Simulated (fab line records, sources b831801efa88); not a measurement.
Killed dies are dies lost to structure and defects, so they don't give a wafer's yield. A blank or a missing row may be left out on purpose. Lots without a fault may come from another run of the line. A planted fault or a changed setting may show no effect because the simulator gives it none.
Problem report in the 8D (eight disciplines) form, filled by code | flow sky130 | the parts of the form that need people (team, actions taken, sign-off) are left out

1. THE PROBLEM
POLY_GATE_CVD_00_THK at SKY_POLY_GATE_THK_MEAS_01 reads a mean of 196.1 nm on 9 wafers of 3 lots; wafers without a fault read 178.8 nm with a standard deviation of 1.5. That is +12 standard deviations from the usual mean.
First seen on wafer L944.2, day 18 12:11, on film_metro-02. The record holds 45 wafers of 15 lots with a number at this step. Rule for "out", or "out of limits": more than 4 standard deviations from the usual mean. The other wafers with a number count as sound.

2. WHAT IT IS AND WHAT IT IS NOT
question                    | is                           | is not
which readings at this step | POLY_GATE_CVD_00_THK         | -
which lots                  | L944, L945, L946             | L931, L933, L934, L936, L937, L938, L939, L940, L941, L942, L943, L950
which wafers of those lots  | all that have a number       | -
read on which gauges        | film_metro-02, film_metro-03 | film_metro-01
when                        | from day 18 12:11            | up to then (33 sound wafers); but 3 sound wafers of L950 came after

3. SUSPECTS, AND WHAT RULES EACH OUT
Counting: a tool at a process step up to the reading stays a suspect if it ran every lot that is out and no sound lot after the first of them.
- the gauge at SKY_POLY_GATE_THK_MEAS_01: ruled out. The wafers that are out were read on 2 gauges (film_metro-02, film_metro-03).
- lpcvd-01 at SKY_POLY_GATE_CVD_00 (deposits poly-Si, target thk 180 nm, time 720 s): ruled out as a lasting fault. Sound lots L950 ran on it after its first lot that is out, L944 (day 18 10:59).
Left after counting: nothing in the record.

4. THE CAUSE (what the simulator had put in)
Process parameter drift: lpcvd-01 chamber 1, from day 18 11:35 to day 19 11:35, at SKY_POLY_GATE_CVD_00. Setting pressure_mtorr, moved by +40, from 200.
Counting ruled it out, wrongly: the rule takes a fault to strike every lot that its tool runs from its start on, and this one did not.

5. THE CHAIN OF EFFECTS, in route order
Each row: a reading whose mean over the struck wafers that have a number lies more than 3 standard deviations from the usual. Only readings for which the record gives a usual standard deviation are gone through. hours: the time from each lot's start at the first step in this table that gives one to its start at this step, as a median over the lots. sigmas: the change in usual standard deviations.
hours | step                      | reading              | usual       | on struck wafers | change | sigmas
0     | SKY_POLY_GATE_CVD_00      | pressure_mtorr       | 199.9 mTorr | 240.1            | +40.2  | +99 or more
1     | SKY_POLY_GATE_THK_MEAS_01 | POLY_GATE_CVD_00_THK | 178.8 nm    | 196.1            | +17.3  | +12
The process steps in it:
- SKY_POLY_GATE_CVD_00: deposits poly-Si, target thk 180 nm, time 720 s.

6. WHAT WOULD HAVE CAUGHT IT SOONER
In this record the first reading out of limits at a measuring or inspecting step was taken at day 18 12:11, 1 hour after the fault began at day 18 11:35.
The tool's own readings at SKY_POLY_GATE_CVD_00 were out on every struck wafer that the step has a row for (pressure_mtorr): an alarm limit on them would have fired on the first of those.
